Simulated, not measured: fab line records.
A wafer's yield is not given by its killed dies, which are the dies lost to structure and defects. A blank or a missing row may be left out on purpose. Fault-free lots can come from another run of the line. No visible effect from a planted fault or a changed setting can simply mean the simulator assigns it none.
Problem report in the 8D (eight disciplines) form, filled by code	flow sfq_line	the parts of the form that need people (team, actions taken, sign-off) are left out

## 1. PROBLEM STATEMENT
Mean of time_to_endpoint_s at SFQ_TRILAYER_I0_CMP_CMP_028: 124 s across 4 wafers in 3 lots; on wafers with no fault it is 217 s (standard deviation 7.9). That puts it -12 standard deviations away from the usual mean.
The step: polishes SiO2.
The first sign was on wafer L620.5 at day 14 08:53, on cmp-01. Wafers with a number at this step in the record: 45, from 15 lots. By rule, "out" or "out of limits" means more than 4 standard deviations away from the usual mean. All remaining wafers that have a number are taken as sound.

## 2. WHAT IT IS, WHAT IT ISN'T
question	is	is not
which readings at this step	time_to_endpoint_s	motor_current_A
which lots	L620, L621, L622	L615, L616, L617, L618, L623, L629, L630, L631, L632, L633, L636, L637
which wafers of those lots	L620.5, L620.6, L621.5, L622.6	L620.4, L621.1, L621.3, L622.3, L622.4
read on which tools	cmp-01	cmp-02
when	from day 14 08:53	up to then (13 sound wafers); but 28 sound wafers of L621, L622, L623, L629, L630, L631, L632, L633, L636, L637 came after

## 3. THE SUSPECTS, EACH WITH WHAT RULES IT OUT
Counting: if a tool at a process step up to the reading ran every lot that is out, it stays a suspect. Sound lots after the first of them don't rule it out here, since some wafers of a struck lot are sound.
- cmp-01 at SFQ_TRILAYER_I0_CMP_CMP_028 (polishes SiO2): kept. Ran every lot that is out, first one L620 (day 14 07:23); last sound lot up to then L618 (day 12 22:14). On those wafers its own readings are out: time_to_endpoint_s.
Remaining after the count: cmp-01 at SFQ_TRILAYER_I0_CMP_CMP_028.

## 4. THE CAUSE (what the simulator had put in)
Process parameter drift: cmp-01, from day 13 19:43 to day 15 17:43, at SFQ_TRILAYER_I0_CMP_CMP_028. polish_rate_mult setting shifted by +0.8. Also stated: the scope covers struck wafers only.
This tool alone remained once counting was done.

## 5. SEQUENCE OF EFFECTS, ordered by route
Each row: a reading whose mean over the struck wafers that have a number lies more than 3 standard deviations from the usual. Readings are gone through only where the record gives a usual standard deviation; hours: the median, over the lots, of the time from a lot's start at the first step in this table giving one to that lot's start at this step; sigmas: the change measured in usual standard deviations.
hours	step	reading	usual	on struck wafers	change	sigmas
0	SFQ_TRILAYER_I0_CMP_CMP_028	time_to_endpoint_s	217 s	124	-92	-12
Here are the process steps it includes:
- SFQ_TRILAYER_I0_CMP_CMP_028: polishes SiO2.

## 6. WHAT WOULD HAVE CAUGHT IT SOONER
First out-of-limits reading in this record: day 14 08:53, which is 13 hours after fault onset at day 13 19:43.
